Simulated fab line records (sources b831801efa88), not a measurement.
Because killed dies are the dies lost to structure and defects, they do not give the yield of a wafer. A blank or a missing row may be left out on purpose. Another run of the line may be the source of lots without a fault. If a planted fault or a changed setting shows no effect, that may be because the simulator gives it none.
Matching of chambers	flow sky130	4 sister chambers for SKY_CONTACT_CMP_27 on cmp-02
The step polishes, stops on SiO2, t overpolish 15 s, target thk 0 nm. 4 wafers are shown with their chamber, then 9 later ones without.

## EACH WAFER AND ITS CHAMBER
wafer	chamber	motor_current_A (A)
L082.4	2	12.6
L085.2	1	11.6
L085.3	3	11.4
L085.6	0	10.2

## WAFERS WITHOUT THEIR CHAMBER
wafer	motor_current_A (A)
L089.3	12.2
L089.4	11.6
L089.5	10.9
L094.1	12.1
L094.3	10.0
L094.5	10.6
L097.1	9.9
L097.3	11.7
L097.4	12.4

## CHAMBER TAKEN BY EACH
wafer	from the rows above	in truth
L089.3	can't be placed: 2 or 1 or 3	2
L089.4	can't be placed: 1 or 3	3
L089.5	can't be placed: 3 or 1 or 0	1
L094.1	can't be placed: 1 or 2 or 3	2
L094.3	0	0
L094.5	can't be placed: 0 or 3 or 1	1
L097.1	0	0
L097.3	can't be placed: 1 or 3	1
L097.4	can't be placed: 2 or 1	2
Correct placement for 2 of the 9. Not placeable from these rows: 7 (in 7, the candidates include the true chamber). 0 placed wrongly.
How it was worked out, from the rows above alone: a wafer's distance from a chamber is the root of the sum, over the readings, of the square of ((its reading less the chamber's mean) divided by the reading's scatter). The wafer belongs to the nearest chamber; if the next one is less than 2 further off, it can't be placed. For every chamber, the mean is computed from those of its wafers that are shown. The scatter (one wafer shown for each chamber): square how far every hidden wafer sits from the nearest shown wafer, average those squares and take the square root.
